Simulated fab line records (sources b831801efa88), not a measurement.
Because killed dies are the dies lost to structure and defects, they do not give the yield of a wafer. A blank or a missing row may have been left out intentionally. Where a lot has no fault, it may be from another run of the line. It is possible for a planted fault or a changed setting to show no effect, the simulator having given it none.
2 desks, one fault :: flow gf180mcu :: each desk holds nothing but its own numbers, with what lay behind them at the end

## DESK OF THE TOOL OWNER: pvd-sputter-02
At GF_MIM_SPUTTER_09 (material TiN, target thk 35 nm, time 29.2 s) the tool's own readings: per lot run on this tool, the mean of the sampled wafers that have a number. If a lot's mean is further than 4 standard deviations from the usual mean, the lot is out of limits and carries the mark OUT (the distance appears in the brackets).
Columns: A = throttle-valve-pct at GF_MIM_SPUTTER_09, usual 29.6 %
lot: L718
first seen here: day 27 13:21
A: 30.5

lot: L721
first seen here: day 28 10:29
A: 30.1
Finding of this desk: none of the 2 lots has anything out of limits.

## METROLOGY DESK
What the gauges read, lot by lot, whatever tool the lot ran on: means of the sampled wafers that have a number. If a lot's mean is further than 4 standard deviations from the usual mean, the lot is out of limits and carries the mark OUT (the distance appears in the brackets).
Columns: A = V4_W_RS at GF_V4_RS_MEAS_24, usual 0.325 ohm/sq; B = V4_W_THK at GF_V4_THK_MEAS_25, usual 336 nm; C = MIM_CVD_05_THK at GF_MIM_THK_MEAS_06, usual 41.5 nm; D = MIM_ALCU_RS at GF_MIM_RS_MEAS_10, usual 0.1602 ohm/sq; E = MIM_ALCU_THK at GF_MIM_THK_MEAS_11, usual 200.9 nm; F = cd-nm at GF_M5_CD_MEAS_07, usual 280.3 nm; G = M5_OVL at GF_M5_OVL_MEAS_08, usual 0 nm
lot: L716
first seen here: day 26 20:40
A: 0.324
B: 336
C: 42.3
D: 0.1613
E: 199.4
F: 279.9
G: -8

lot: L718
first seen here: day 27 12:29
A: 0.324
B: 340
C: 41.7
D: 0.1614
E: 198.7
F: 281.1
G: 4

lot: L721
first seen here: day 28 09:37
A: 0.324
B: 339
C: 40.8
D: 0.1614
E: 200.3
F: 282.3
G: -4

lot: L730
first seen here: day 30 19:29
A: 0.329
B: 331
C: 41.3
D: 0.1599
E: 200.6
F: 279.6
G: 4

lot: L732
first seen here: day 31 06:13
A: 0.319
B: 339
C: 41.6
D: 0.1592
E: 201.5
F: 280.6
G: -4
Finding of this desk: none of the 5 lots has anything out of limits.

## TAKEN TOGETHER
The desk of the tool owner found nothing out of limits.
From the metrology desk's view, nothing was out of limits.

## WHAT WAS PUT IN BY THE SIMULATOR
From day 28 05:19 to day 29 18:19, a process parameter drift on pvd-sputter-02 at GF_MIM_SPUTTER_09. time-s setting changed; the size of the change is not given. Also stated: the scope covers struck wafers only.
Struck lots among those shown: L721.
